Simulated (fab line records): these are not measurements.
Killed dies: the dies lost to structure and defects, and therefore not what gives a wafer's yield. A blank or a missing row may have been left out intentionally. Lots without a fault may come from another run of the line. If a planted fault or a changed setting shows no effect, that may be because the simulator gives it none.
Which tool was responsible? ; flow sky130 ; Sampling: 13 lots, 39 wafers, 3 of 708 route steps

WHAT THE GAUGES SHOWED, per wafer
SKY_CONTACT_THK_MEAS_03.
lot;measured;on;CONTACT_HDPCVD_THK (nm)
L470;day 30 12:31;film-metro-04;559 564 557
L471;day 31 00:46;film-metro-04;571 565 567
L478;day 33 12:22;film-metro-03;561 568 563
L479;day 33 17:14;film-metro-04;563 565 568
L485;day 35 09:25;film-metro-03;568 568 567
L486;day 35 10:29;film-metro-03;570 576 570
L487;day 36 00:46;film-metro-01;563 558 563
L488;day 36 06:28;film-metro-04;560 562 561
L489;day 36 12:29;film-metro-03;559 558 558
L490;day 36 18:50;film-metro-03;566 562 566
L491;day 37 06:12;film-metro-03;563 558 571
L492;day 38 00:42;film-metro-03;567 566 567
L493;day 38 05:21;film-metro-01;557 557 556

SKY_CONTACT_THK_MEAS_26: measures by xrf.
lot;measured;on;CONTACT_W_THK (nm)
L470;day 31 17:05;film-metro-04;348 346 342
L471;day 32 05:32;film-metro-04;352 348 351
L478;day 34 16:56;film-metro-04;352 351 351
L479;day 34 21:44;film-metro-01;343 333 342
L485;day 36 13:10;film-metro-03;346 347 345
L486;day 36 14:10;film-metro-04;349 353 358
L487;day 37 04:26;film-metro-04;345 347 346
L488;day 37 10:05;film-metro-01;349 349 344
L489;day 37 14:38;film-metro-01;345 343 337
L490;day 37 21:48;film-metro-01;343 347 339
L491;day 38 09:10;film-metro-03;349 349 351
L492;day 39 03:59;film-metro-04;350 354 347
L493;day 39 07:47;film-metro-03;348 354 351

EACH LOT AND THE TOOL THAT RAN IT (in order: tool; ch and the chambers of the sampled wafers; start)
lot;SKY_CONTACT_CVD_24
L470;cvd-w-01 ch 0,1, day 31 16:52
L471;cvd-w-02 ch 0,1, day 32 05:19
L478;cvd-w-02 ch 0,1, day 34 16:43
L479;cvd-w-01 ch 0,1, day 34 21:31
L485;cvd-w-02 ch 0,1, day 36 12:56
L486;cvd-w-02 ch 0,1, day 36 13:56
L487;cvd-w-01 ch 0,1, day 37 04:12
L488;cvd-w-02 ch 0,1, day 37 09:51
L489;cvd-w-02 ch 0,1, day 37 14:24
L490;cvd-w-02 ch 0,1, day 37 21:35
L491;cvd-w-02 ch 0,1, day 38 08:57
L492;cvd-w-02 ch 0, day 39 03:45
L493;cvd-w-02 ch 0,1, day 39 07:34
- SKY_CONTACT_CVD_24: deposits W, target thk 340 nm, time 102.12 s.

AS READ BY THE TOOLS THEMSELVES (means over the sampled wafers that have a number; for cases with no such wafer, the mark the record gives instead)
SKY_CONTACT_CVD_24.
lot;tool;heater-power-w (W)
L470;cvd-w-01;966
L471;cvd-w-02;847
L478;cvd-w-02;823
L479;cvd-w-01;957
L485;cvd-w-02;852
L486;cvd-w-02;878
L487;cvd-w-01;956
L488;cvd-w-02;886
L489;cvd-w-02;867
L490;cvd-w-02;877
L491;cvd-w-02;880
L492;cvd-w-02;900
L493;cvd-w-02;842

THE ANSWER, worked out from the rows above alone
Rule: the usual values come from the lots themselves. Put in order of their means at a reading, lots are off if they are a third of the lots or fewer, leave a main group of 4 or more, and stand apart from it by a gap of 3 or more times the standard deviation of the main group's means; of several such gaps the widest counts. If all means in a main group match to the digits the tables above print for the reading, that group is not used. A lot without any number at a reading at which 4 lots or more have one is off too. Any other lot the step has rows for is counted as sound. Order of review: gauges by route order, followed by the tools' own readings, for which a lot's mean as printed above is used. The first step at which some lot is off is used, and at that step the reading that is off furthest; a lot without a number counts as furthest.
No lot is off on any of the readings shown, so nothing can be concluded from this.

WHAT THE SIMULATOR HAD INSERTED
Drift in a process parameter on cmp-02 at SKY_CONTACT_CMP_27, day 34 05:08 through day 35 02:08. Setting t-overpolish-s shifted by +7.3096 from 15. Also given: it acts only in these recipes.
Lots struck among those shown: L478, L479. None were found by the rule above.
